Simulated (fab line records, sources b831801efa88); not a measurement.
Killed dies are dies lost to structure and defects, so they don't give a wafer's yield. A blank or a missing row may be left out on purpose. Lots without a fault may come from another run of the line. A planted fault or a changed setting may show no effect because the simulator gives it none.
A struck lot beside a sound one | flow sky130 | 15 steps out of a route of 708
Sound: wafers L683.3, L683.4, L683.5. Struck: wafer L691.1. (L691.4, L691.5 of the same lot were not struck and are left out.) The cause comes at the end.
At each step with rows: each side's tool, then ch and its chambers, then its first start. Under that, the readings that differ: sound wafers | struck wafers | difference of the means | sigmas: that difference in standard deviations of wafers without a fault.
alike: readings whose means differ by less than 2 such deviations, and words and numbers that are the same on both sides. not compared: withheld readings, readings that some wafer has no value for, bounds like >300 that may hide the same value, and numbers for which the record gives no deviation and whose values overlap.
The two part at a step that has a row with sigmas, a row that says differs or no value, or rows on one side only. Numbers that don't overlap but have no deviation are shown without sigmas and don't part them. A reading that every wafer of one side lacks parts them only if that side has two wafers or more.

first, 6 steps without rows for these wafers: SKY_VIA4_HMDS_05 (prime time 60 s); SKY_VIA4_COAT_06 (resist thk 1140 nm); SKY_VIA4_SOFTBAKE_07 (time 60 s); SKY_VIA4_EXPOSE_08 (exposes mask VIM4, target cd 800 nm); SKY_VIA4_PEB_09; SKY_VIA4_DEVELOP_10 (develop time 60 s).
SKY_VIA4_OVL_MEAS_11:
  sound on overlay-01, day 46 13:55; struck on overlay-02, day 47 23:51
  reading       | sound       | struck | difference | sigmas
  VIA4_OVL (nm) | 2.2 0.9 2.4 | -3.0   | -4.8       | -3
SKY_VIA4_ETCH_12: etches SiO2 in C4F8/O2/Ar, stops on TiN, target depth 580 nm.
  sound on rie_diel-02 ch 0,1,2, day 46 13:56; struck on rie_diel-02 ch 3, day 47 23:53
  alike: oes_product_au
SKY_VIA4_STRIP_13: strips in O2/N2.
  sound on plasma_asher-03 ch 0,1, day 46 14:02; struck on plasma_asher-01 ch 0, day 47 23:58
  reading                | sound             | struck | difference                   | sigmas
  oes_product_au (a.u.)  | 0.704 0.707 0.699 | 0.717  | +0.014                       | +3
  rf_hours_counter_h (h) | - - -             | 38     | no value on the sound wafers |
  alike: drypump_motor_current_A, strip_time_to_endpoint_s
then, 3 steps without rows for these wafers: SKY_VIA4_STRIP_14 (strips in post etch residue remover, time 1200 s); SKY_VIA4_CLEAN_15 (cleans in IPA, time 180 s); SKY_VIA4_CLEAN_16 (cleans in O3/DIW).
SKY_VIA4_SPUTTER_17: material TiN, target thk 20 nm, time 80 s.
  sound on pvd_sputter-04, day 46 14:36; struck on pvd_sputter-04, day 48 00:34
  reading                                  | sound             | struck | difference | sigmas
  model.TiN_of_VIA4_SPUTTER_17.thk_nm (nm) | 20.24 20.23 20.32 | 25.68  | +5.42      |
  alike: throttle_valve_pct
SKY_VIA4_CVD_18: deposits W, target thk 505 nm, time 152.14 s.
  sound on cvd_w-01 ch 0,1, day 46 14:43; struck on cvd_w-01 ch 0, day 48 00:38
  reading            | sound       | struck | difference | sigmas
  heater_power_w (W) | 923 819 882 | 787    | -88        | -2
SKY_PAD_OPEN_PROBE_99:
  the record has rows for the sound wafers here (prober-02, day 49 04:58) and none for the struck ones

WHERE THEY PART
First at SKY_VIA4_OVL_MEAS_11; last, within this record, at SKY_PAD_OPEN_PROBE_99.

WHY: what the simulator had put in
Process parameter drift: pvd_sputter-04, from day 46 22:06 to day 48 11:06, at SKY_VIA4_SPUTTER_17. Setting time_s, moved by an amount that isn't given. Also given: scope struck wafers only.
